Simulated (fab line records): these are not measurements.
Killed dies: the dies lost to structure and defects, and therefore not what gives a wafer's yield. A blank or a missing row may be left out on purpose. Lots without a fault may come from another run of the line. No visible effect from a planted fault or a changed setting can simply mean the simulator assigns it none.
Split-lot trial || flow gf180mcu || 5 lots, 23 wafers read, on a route of 602 steps

SPLIT DETAILS
At GF_M1_SPUTTER_04 (material TiN, target thk 50 nm, time 41.7 s), the setting timeS was moved away from the recipe's 41.7 s on 6 of the 23 wafers read, by +5.0% to +5.4%. The other wafers ran this setting at the recipe's value.

Reading taken at the split's own step.

THE READING
TiN_of_M1_SPUTTER_04.thkNm (the simulator's own value, which no gauge read), in nm, at GF_M1_SPUTTER_04 (material TiN, target thk 50 nm, time 41.7 s). The file does not state a usual value for it. Average 50.07 nm, standard deviation 0.49 nm, over the 17 wafers here run with the recipe.

{"wafer": "L077.1", "tool, chamber at the split": "pvdSputter-02, -", "timeS as run, s": 41.7, "against the recipe": "recipe", "TiN_of_M1_SPUTTER_04.thkNm, nm": 49.87, "against lot-mates on the recipe": "-"}
{"wafer": "L077.2", "tool, chamber at the split": "pvdSputter-02, -", "timeS as run, s": 41.7, "against the recipe": "recipe", "TiN_of_M1_SPUTTER_04.thkNm, nm": 49.8, "against lot-mates on the recipe": "-"}
{"wafer": "L077.4", "tool, chamber at the split": "pvdSputter-02, -", "timeS as run, s": 41.7, "against the recipe": "recipe", "TiN_of_M1_SPUTTER_04.thkNm, nm": 50.11, "against lot-mates on the recipe": "-"}
{"wafer": "L077.5", "tool, chamber at the split": "pvdSputter-02, -", "timeS as run, s": 41.7, "against the recipe": "recipe", "TiN_of_M1_SPUTTER_04.thkNm, nm": 49.96, "against lot-mates on the recipe": "-"}
{"wafer": "L077.6", "tool, chamber at the split": "pvdSputter-02, -", "timeS as run, s": 41.7, "against the recipe": "recipe", "TiN_of_M1_SPUTTER_04.thkNm, nm": 49.79, "against lot-mates on the recipe": "-"}
{"wafer": "L079.1", "tool, chamber at the split": "pvdSputter-02, -", "timeS as run, s": 43.79, "against the recipe": "+5.0%", "TiN_of_M1_SPUTTER_04.thkNm, nm": 52.11, "against lot-mates on the recipe": "+2.72"}
{"wafer": "L079.2", "tool, chamber at the split": "pvdSputter-02, -", "timeS as run, s": 43.79, "against the recipe": "+5.0%", "TiN_of_M1_SPUTTER_04.thkNm, nm": 51.63, "against lot-mates on the recipe": "+2.24"}
{"wafer": "L079.3", "tool, chamber at the split": "pvdSputter-02, -", "timeS as run, s": 41.7, "against the recipe": "recipe", "TiN_of_M1_SPUTTER_04.thkNm, nm": 49.18, "against lot-mates on the recipe": "-"}
{"wafer": "L079.4", "tool, chamber at the split": "pvdSputter-02, -", "timeS as run, s": 43.79, "against the recipe": "+5.0%", "TiN_of_M1_SPUTTER_04.thkNm, nm": 52.1, "against lot-mates on the recipe": "+2.71"}
{"wafer": "L079.5", "tool, chamber at the split": "pvdSputter-02, -", "timeS as run, s": 41.7, "against the recipe": "recipe", "TiN_of_M1_SPUTTER_04.thkNm, nm": 49.6, "against lot-mates on the recipe": "-"}
{"wafer": "L080.2", "tool, chamber at the split": "pvdSputter-02, -", "timeS as run, s": 41.7, "against the recipe": "recipe", "TiN_of_M1_SPUTTER_04.thkNm, nm": 50.3, "against lot-mates on the recipe": "-"}
{"wafer": "L080.3", "tool, chamber at the split": "pvdSputter-02, -", "timeS as run, s": 41.7, "against the recipe": "recipe", "TiN_of_M1_SPUTTER_04.thkNm, nm": 50.33, "against lot-mates on the recipe": "-"}
{"wafer": "L080.4", "tool, chamber at the split": "pvdSputter-02, -", "timeS as run, s": 41.7, "against the recipe": "recipe", "TiN_of_M1_SPUTTER_04.thkNm, nm": 50.43, "against lot-mates on the recipe": "-"}
{"wafer": "L080.5", "tool, chamber at the split": "pvdSputter-02, -", "timeS as run, s": 41.7, "against the recipe": "recipe", "TiN_of_M1_SPUTTER_04.thkNm, nm": 50.26, "against lot-mates on the recipe": "-"}
{"wafer": "L080.6", "tool, chamber at the split": "pvdSputter-02, -", "timeS as run, s": 41.7, "against the recipe": "recipe", "TiN_of_M1_SPUTTER_04.thkNm, nm": 50.76, "against lot-mates on the recipe": "-"}
{"wafer": "L081.1", "tool, chamber at the split": "pvdSputter-01, -", "timeS as run, s": 41.7, "against the recipe": "recipe", "TiN_of_M1_SPUTTER_04.thkNm, nm": 50.08, "against lot-mates on the recipe": "-"}
{"wafer": "L081.2", "tool, chamber at the split": "pvdSputter-01, -", "timeS as run, s": 41.7, "against the recipe": "recipe", "TiN_of_M1_SPUTTER_04.thkNm, nm": 49.2, "against lot-mates on the recipe": "-"}
{"wafer": "L081.3", "tool, chamber at the split": "pvdSputter-01, -", "timeS as run, s": 43.96, "against the recipe": "+5.4%", "TiN_of_M1_SPUTTER_04.thkNm, nm": 53.29, "against lot-mates on the recipe": "+3.65"}
{"wafer": "L081.4", "tool, chamber at the split": "pvdSputter-01, -", "timeS as run, s": 43.96, "against the recipe": "+5.4%", "TiN_of_M1_SPUTTER_04.thkNm, nm": 52.7, "against lot-mates on the recipe": "+3.06"}
{"wafer": "L081.5", "tool, chamber at the split": "pvdSputter-01, -", "timeS as run, s": 43.96, "against the recipe": "+5.4%", "TiN_of_M1_SPUTTER_04.thkNm, nm": 52.62, "against lot-mates on the recipe": "+2.98"}
{"wafer": "L082.2", "tool, chamber at the split": "pvdSputter-01, -", "timeS as run, s": 41.7, "against the recipe": "recipe", "TiN_of_M1_SPUTTER_04.thkNm, nm": 50.51, "against lot-mates on the recipe": "-"}
{"wafer": "L082.5", "tool, chamber at the split": "pvdSputter-01, -", "timeS as run, s": 41.7, "against the recipe": "recipe", "TiN_of_M1_SPUTTER_04.thkNm, nm": 49.8, "against lot-mates on the recipe": "-"}
{"wafer": "L082.6", "tool, chamber at the split": "pvdSputter-01, -", "timeS as run, s": 41.7, "against the recipe": "recipe", "TiN_of_M1_SPUTTER_04.thkNm, nm": 51.13, "against lot-mates on the recipe": "-"}

THE FIT
A straight line over all 23 wafers: TiN_of_M1_SPUTTER_04.thkNm changes by +0.453 nm for each +1% of timeS; r = +0.91; the points scatter about the line by 0.51 nm.
The same after taking each lot's own level away (the mean of its wafers on the recipe; 23 wafers): +0.557 nm for each +1%; r = +0.97; scatter 0.33 nm.
On that fit, the largest move of timeS shifts the reading by 3 nm.
The lots' own levels span 49.390 to 50.480 nm, that is 2.2 times the standard deviation above.
Thus the slope moves with the lot-to-lot level: the two fits are different.
Check: with one of the wafers moved furthest among these (+5.4%) left out of the fit, the line predicts +2.88 nm for it against its lot-mates. Against them it came out at +3.65 nm.

THESE WAFERS: OTHER SPLITS
Before the reading, these wafers also passed through other splits. Each is held against what the fit with the lots' levels taken away leaves over:
{"other split on the same wafers": "GF_CONTACT_CVD_24 tempC", "wafers away from the commonest value": 8, "r with TiN_of_M1_SPUTTER_04.thkNm (lot level and that fit taken away)": -0.31}

FILE'S OWN FIT
TiN_of_M1_SPUTTER_04.thkNm changes by +0.556 nm for each +1% of timeS, r = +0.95.
